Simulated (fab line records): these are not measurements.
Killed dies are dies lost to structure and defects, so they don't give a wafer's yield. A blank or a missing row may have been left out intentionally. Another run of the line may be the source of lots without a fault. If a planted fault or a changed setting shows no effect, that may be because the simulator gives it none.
Split-lot study ; flow gf180mcu ; 23 wafers read from 5 lots, route of 602 steps

## THE SPLIT
At GF_STI_CVD_23 (deposits SiO2, target thk 650 nm, time 108.3 s), the setting sih4-flow-sccm was moved away from the recipe's 60 sccm on 7 of the 23 wafers read, by +4.0% to +12.7%. All remaining wafers had this setting at the recipe value.

The file shows no step between the split and the reading.

## THE READING
Values of STI_CVD_23_THK in nm from GF_STI_THK_MEAS_24. On this fab line, fault-free wafers typically give 653 nm with a standard deviation of 5.6 nm.

wafer;tool, chamber at the split;sih4-flow-sccm as run, sccm;against the recipe;STI_CVD_23_THK, nm;against lot-mates on the recipe
L074.3;hdpcvd-02, 1;60;recipe;655;-
L074.4;hdpcvd-02, 1;60;recipe;661;-
L074.5;hdpcvd-02, 2;60;recipe;655;-
L079.1;hdpcvd-02, 0;67.6;+12.7%;738;+86
L079.3;hdpcvd-02, 1;60;recipe;648;-
L079.4;hdpcvd-02, 1;67.6;+12.7%;731;+79
L079.5;hdpcvd-02, 2;60;recipe;654;-
L079.6;hdpcvd-02, 0;60;recipe;653;-
L080.1;hdpcvd-02, 2;64.31;+7.2%;699;+50
L080.2;hdpcvd-02, 1;60;recipe;647;-
L080.3;hdpcvd-02, 0;64.31;+7.2%;703;+54
L080.5;hdpcvd-02, 2;60;recipe;650;-
L080.6;hdpcvd-02, 1;60;recipe;650;-
L081.1;hdpcvd-01, 0;60;recipe;652;-
L081.3;hdpcvd-01, 2;60;recipe;656;-
L081.4;hdpcvd-01, 1;60;recipe;655;-
L081.5;hdpcvd-01, 2;60;recipe;646;-
L081.6;hdpcvd-01, 0;60;recipe;652;-
L082.2;hdpcvd-02, 2;60;recipe;649;-
L082.3;hdpcvd-02, 0;62.38;+4.0%;679;+28
L082.4;hdpcvd-02, 2;60;recipe;652;-
L082.5;hdpcvd-02, 0;62.38;+4.0%;692;+42
L082.6;hdpcvd-02, 1;62.38;+4.0%;686;+36

THE FIT
A straight line over all 23 wafers: STI_CVD_23_THK changes by +6.67 nm for each +1% of sih4-flow-sccm; r = +0.99; the points scatter about the line by 4.8 nm.
The same after taking each lot's own level away (the mean of its wafers on the recipe; 23 wafers): +6.81 nm for each +1%; r = +0.99; scatter 4.6 nm.
That fit puts the effect of the largest move of sih4-flow-sccm on the reading at 86 nm.
Measured against the standard deviation above, the lots' own levels, which go from 649.0 to 657.0 nm, span 1.4 times it.
Hence the lot-to-lot level has little effect on the slope; both slopes agree.
Check: +87.9 nm against its lot-mates is what the line predicts for one of the wafers moved furthest among these (+12.7%) when that wafer is left out of the fit. Against them it came out at +86.3 nm.

## THESE WAFERS: OTHER SPLITS
Note: prior to the reading, these wafers also went through further splits. Each is held against what the fit with the lots' levels taken away leaves over:
other split on the same wafers;wafers away from the commonest value;r with STI_CVD_23_THK (lot level and that fit taken away)
GF_STI_CVD_03 time-s;18;+0.27
GF_STI_ETCH_13 over-etch-frac;11;-0.09

## THE WHOLE CHAIN: every reading that the file lists as answering this split, in the file's order
step;what it does;reading;change (the file's fit);r (the file's)
GF_STI_CVD_23;deposits SiO2, target thk 650 nm, time 108.3 s;SiO2_of_STI_CVD_23.thk-nm (the simulator's own value, which no gauge read);+6.91 nm for each +1% of the setting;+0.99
GF_STI_THK_MEAS_24;;STI_CVD_23_THK;+6.86 for each +1% of the setting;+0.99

## FILE'S OWN FIT
STI_CVD_23_THK changes by +6.86 nm for each +1% of sih4-flow-sccm, r = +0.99.
